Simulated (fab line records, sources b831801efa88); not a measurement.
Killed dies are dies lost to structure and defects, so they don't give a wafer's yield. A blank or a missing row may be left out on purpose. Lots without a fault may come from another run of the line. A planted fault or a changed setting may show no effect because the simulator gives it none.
Which tool did it? | flow gf180mcu | 13 lots, 39 wafers sampled, at 6 steps of a route of 602

WHAT THE GAUGES READ, wafer by wafer
GF_PSD_CD_MEAS_07: target cd 400 nm.
lot  | measured     | on        | cd_nm (nm)
L642 | day 14 04:35 | cd_sem-02 | 401.0 402.4 403.6
L643 | day 14 13:45 | cd_sem-02 | 402.2 402.3 402.1
L644 | day 15 00:05 | cd_sem-01 | 398.6 401.7 402.6
L645 | day 15 10:53 | cd_sem-01 | 402.3 398.7 402.0
L651 | day 18 11:10 | cd_sem-01 | 398.2 398.6 402.0
L652 | day 18 22:01 | cd_sem-01 | 399.2 400.7 402.1
L653 | day 19 02:47 | cd_sem-01 | 402.1 397.7 399.6
L655 | day 20 04:37 | cd_sem-02 | 400.7 400.8 399.4
L657 | day 20 12:28 | cd_sem-02 | 401.2 399.9 399.6
L661 | day 21 00:35 | cd_sem-02 | 399.8 402.8 400.3
L660 | day 21 07:40 | cd_sem-01 | 401.8 400.7 398.6
L662 | day 21 15:47 | cd_sem-01 | 397.5 399.8 398.7
L664 | day 22 03:49 | cd_sem-01 | 400.8 399.4 397.2

GF_SAB_CD_MEAS_09: target cd 420 nm.
lot  | measured     | on        | cd_nm (nm)
L642 | day 15 02:23 | cd_sem-01 | 418.0 420.7 417.7
L643 | day 15 11:39 | cd_sem-02 | 416.1 417.1 419.9
L644 | day 15 22:02 | cd_sem-01 | 419.1 418.0 417.9
L645 | day 16 09:44 | cd_sem-01 | 419.5 420.7 419.7
L651 | day 19 11:58 | cd_sem-01 | 420.1 420.2 422.0
L652 | day 19 23:10 | cd_sem-02 | 418.6 418.1 419.9
L653 | day 20 04:14 | cd_sem-01 | 418.3 418.1 419.0
L655 | day 21 05:16 | cd_sem-01 | 418.6 420.1 418.1
L657 | day 21 12:58 | cd_sem-01 | 420.5 423.4 421.0
L661 | day 22 00:38 | cd_sem-02 | 414.6 416.4 414.9
L660 | day 22 07:40 | cd_sem-01 | 421.5 419.6 419.5
L662 | day 22 15:38 | cd_sem-02 | 416.0 418.9 418.3
L664 | day 23 04:04 | cd_sem-02 | 423.5 420.1 421.7

GF_CONTACT_THK_MEAS_03.
lot  | measured     | on            | CONTACT_CVD_02_THK (nm)
L642 | day 15 03:34 | film_metro-03 | 859 870 874
L643 | day 15 12:50 | film_metro-02 | 843 847 855
L644 | day 15 23:14 | film_metro-02 | 866 854 871
L645 | day 16 10:56 | film_metro-02 | 867 878 874
L651 | day 19 13:11 | film_metro-02 | 850 867 871
L652 | day 20 00:22 | film_metro-02 | 976 981 998
L653 | day 20 05:26 | film_metro-04 | 981 991 994
L655 | day 21 06:29 | film_metro-03 | 848 880 854
L657 | day 21 14:10 | film_metro-02 | 851 854 871
L661 | day 22 01:50 | film_metro-02 | 855 847 864
L660 | day 22 08:53 | film_metro-04 | 851 858 869
L662 | day 22 16:50 | film_metro-03 | 849 863 876
L664 | day 23 05:15 | film_metro-02 | 848 854 863

GF_CONTACT_CD_MEAS_14: target cd 220 nm.
lot  | measured     | on        | cd_nm (nm)
L642 | day 16 01:46 | cd_sem-02 | 221.7 220.8 221.8
L643 | day 16 10:59 | cd_sem-01 | 219.7 219.5 220.0
L644 | day 16 21:34 | cd_sem-02 | 217.4 218.4 218.7
L645 | day 17 09:34 | cd_sem-01 | 220.3 220.5 220.7
L651 | day 20 13:46 | cd_sem-01 | 220.3 220.2 220.8
L652 | day 21 00:13 | cd_sem-01 | 218.5 219.4 219.7
L653 | day 21 05:35 | cd_sem-01 | 217.7 218.7 217.5
L655 | day 22 06:31 | cd_sem-01 | 220.1 220.1 219.7
L657 | day 22 13:34 | cd_sem-02 | 217.4 216.9 217.8
L661 | day 23 01:25 | cd_sem-01 | 220.6 220.8 219.5
L660 | day 23 08:34 | cd_sem-01 | 217.5 218.7 218.7
L662 | day 23 16:20 | cd_sem-01 | 219.3 218.7 219.7
L664 | day 24 04:24 | cd_sem-01 | 218.6 219.6 219.6

WHICH TOOL RAN EACH LOT (tool, then ch and the chambers of the sampled wafers, then the start)
lot  | GF_CONTACT_CVD_02               | GF_CONTACT_CMP_04
L642 | pecvd-02 ch 1,2, day 15 03:30   | cmp-01 ch 0,2, day 15 03:38
L643 | pecvd-04 ch 0,1,2, day 15 12:45 | cmp-02 ch 0,2,3, day 15 12:59
L644 | pecvd-02 ch 1,2, day 15 23:10   | cmp-01 ch 1,2,3, day 15 23:20
L645 | pecvd-03 ch 0,1,2, day 16 10:52 | cmp-01 ch 0,1, day 16 10:59
L651 | pecvd-03 ch 0,2, day 19 13:07   | cmp-02 ch 0,2,3, day 19 13:15
L652 | pecvd-04 ch 0,1, day 20 00:17   | cmp-02 ch 1,3, day 20 00:25
L653 | pecvd-04 ch 0,1, day 20 05:22   | cmp-02 ch 0,3, day 20 05:32
L655 | pecvd-03 ch 0,1, day 21 06:20   | cmp-01 ch 0,1, day 21 06:32
L657 | pecvd-03 ch 0,1,2, day 21 14:05 | cmp-01 ch 0,1,3, day 21 14:16
L661 | pecvd-02 ch 0,1,2, day 22 01:46 | cmp-01 ch 0,1,3, day 22 01:56
L660 | pecvd-02 ch 0,1,2, day 22 08:49 | cmp-02 ch 0,2,3, day 22 09:16
L662 | pecvd-02 ch 1,2, day 22 16:46   | cmp-02 ch 0,1,3, day 22 16:53
L664 | pecvd-04 ch 0,1, day 23 05:10   | cmp-02 ch 2,3, day 23 05:17
- GF_CONTACT_CVD_02: deposits SiO2 from TEOS, target thk 860 nm, time 95.992 s.
- GF_CONTACT_CMP_04: polishes SiO2.

WHAT THE TOOLS THEMSELVES READ (means of the sampled wafers that have a number; where no wafer has one, the mark that the record gives instead)
GF_CONTACT_CVD_02.
lot  | tool     | heater_power_w (W)
L642 | pecvd-02 | 675
L643 | pecvd-04 | 596
L644 | pecvd-02 | 699
L645 | pecvd-03 | 596
L651 | pecvd-03 | 489
L652 | pecvd-04 | 556
L653 | pecvd-04 | 666
L655 | pecvd-03 | 529
L657 | pecvd-03 | 548
L661 | pecvd-02 | 723
L660 | pecvd-02 | 667
L662 | pecvd-02 | 651
L664 | pecvd-04 | 662

GF_CONTACT_CMP_04.
lot  | tool   | motor_current_A (A) | time_to_endpoint_s (s)
L642 | cmp-01 | 10.4                | 113
L643 | cmp-02 | 10.5                | 114
L644 | cmp-01 | 11.7                | 115
L645 | cmp-01 | 11.2                | 115
L651 | cmp-02 | 10.9                | 116
L652 | cmp-02 | 13.0                | 161
L653 | cmp-02 | 11.2                | 160
L655 | cmp-01 | 11.9                | 116
L657 | cmp-01 | 11.3                | 111
L661 | cmp-01 | 11.2                | 110
L660 | cmp-02 | 10.9                | 111
L662 | cmp-02 | 11.8                | 112
L664 | cmp-02 | 10.7                | 109

THE ANSWER, worked out from the rows above alone
Rule: what is usual is taken from the lots themselves. Put in order of their means at a reading, lots are off if they are a third of the lots or fewer, leave a main group of 4 or more, and stand apart from it by a gap of 3 or more times the standard deviation of the main group's means; of several such gaps the widest counts. A main group whose means are all the same, to the digits that the tables above print for the reading, isn't used. A lot without any number at a reading at which 4 lots or more have one is off too. The other lots that the step has rows for count as sound. The gauges are gone through in route order, then the tools' own readings, and for those a lot's mean is taken as printed above. The first step at which some lot is off is used, and at that step the reading that is off furthest; a lot without a number counts as furthest.
Off: L652, L653, at GF_CONTACT_THK_MEAS_03 (CONTACT_CVD_02_THK). The main group: mean 861 nm, standard deviation 6.3.
A tool fits if, at a process step before that reading, it ran every lot that is off, and no sound lot after the first of them. The gauges at GF_CONTACT_THK_MEAS_03 aren't tried: what is off there is off at GF_CONTACT_CMP_04 too, on other tools, and a gauge's error can't cause that. None of those tried fits.

WHAT THE SIMULATOR HAD PUT IN
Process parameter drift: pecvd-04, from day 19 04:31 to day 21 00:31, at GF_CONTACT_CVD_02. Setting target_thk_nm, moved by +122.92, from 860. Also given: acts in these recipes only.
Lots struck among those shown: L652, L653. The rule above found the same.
